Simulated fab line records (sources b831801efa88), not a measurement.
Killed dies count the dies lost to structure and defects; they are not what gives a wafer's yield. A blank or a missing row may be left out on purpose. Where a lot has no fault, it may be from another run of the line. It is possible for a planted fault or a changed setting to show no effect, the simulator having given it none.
Matching of chambers :: flow gf180mcu :: 3 sister chambers for GF_PASSIVATION_CVD_02 on pecvd-01
The step deposits Si3N4, target thk 700 nm, time 486.18 s. 6 wafers are shown with their chamber, then 8 later ones without.

## WAFERS WITH THEIR CHAMBER
wafer: L906.1
chamber: 0
heater power w (W): 609

wafer: L909.5
chamber: 1
heater power w (W): 692

wafer: L916.1
chamber: 2
heater power w (W): 558

wafer: L916.5
chamber: 2
heater power w (W): 606

wafer: L916.6
chamber: 1
heater power w (W): 605

wafer: L919.2
chamber: 0
heater power w (W): 585

## WAFERS WITH NO CHAMBER GIVEN
wafer: L919.4
heater power w (W): 620

wafer: L919.5
heater power w (W): 750

wafer: L922.1
heater power w (W): 664

wafer: L922.3
heater power w (W): 577

wafer: L922.4
heater power w (W): 694

wafer: L923.2
heater power w (W): 619

wafer: L923.3
heater power w (W): 528

wafer: L923.5
heater power w (W): 763

## THE CHAMBER EACH PASSED THROUGH
wafer: L919.4
from the rows above: can't be placed: 0 or 1 or 2
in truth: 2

wafer: L919.5
from the rows above: can't be placed: 1 or 0 or 2
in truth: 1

wafer: L922.1
from the rows above: can't be placed: 1 or 0 or 2
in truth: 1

wafer: L922.3
from the rows above: can't be placed: 2 or 0 or 1
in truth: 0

wafer: L922.4
from the rows above: can't be placed: 1 or 0 or 2
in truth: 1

wafer: L923.2
from the rows above: can't be placed: 0 or 1 or 2
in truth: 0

wafer: L923.3
from the rows above: can't be placed: 2 or 0 or 1
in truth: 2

wafer: L923.5
from the rows above: can't be placed: 1 or 0 or 2
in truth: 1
Correct placement for 0 of the 8. Not placeable from these rows: 8 (in 8, the candidates include the true chamber). Wrongly placed: 0.
How it was worked out, from the rows above alone: a wafer's distance from a chamber is the root of the sum, over the readings, of the square of ((its reading less the chamber's mean) divided by the reading's scatter). If the next closest chamber is less than 2 further off than the closest, the wafer can't be placed; otherwise it belongs to the closest. The mean given for a chamber averages the wafers shown for that chamber. How the scatter is found: for the shown wafers, subtract from each reading the mean of its chamber, square and add these, divide the total by (wafers less chambers), then take the root.
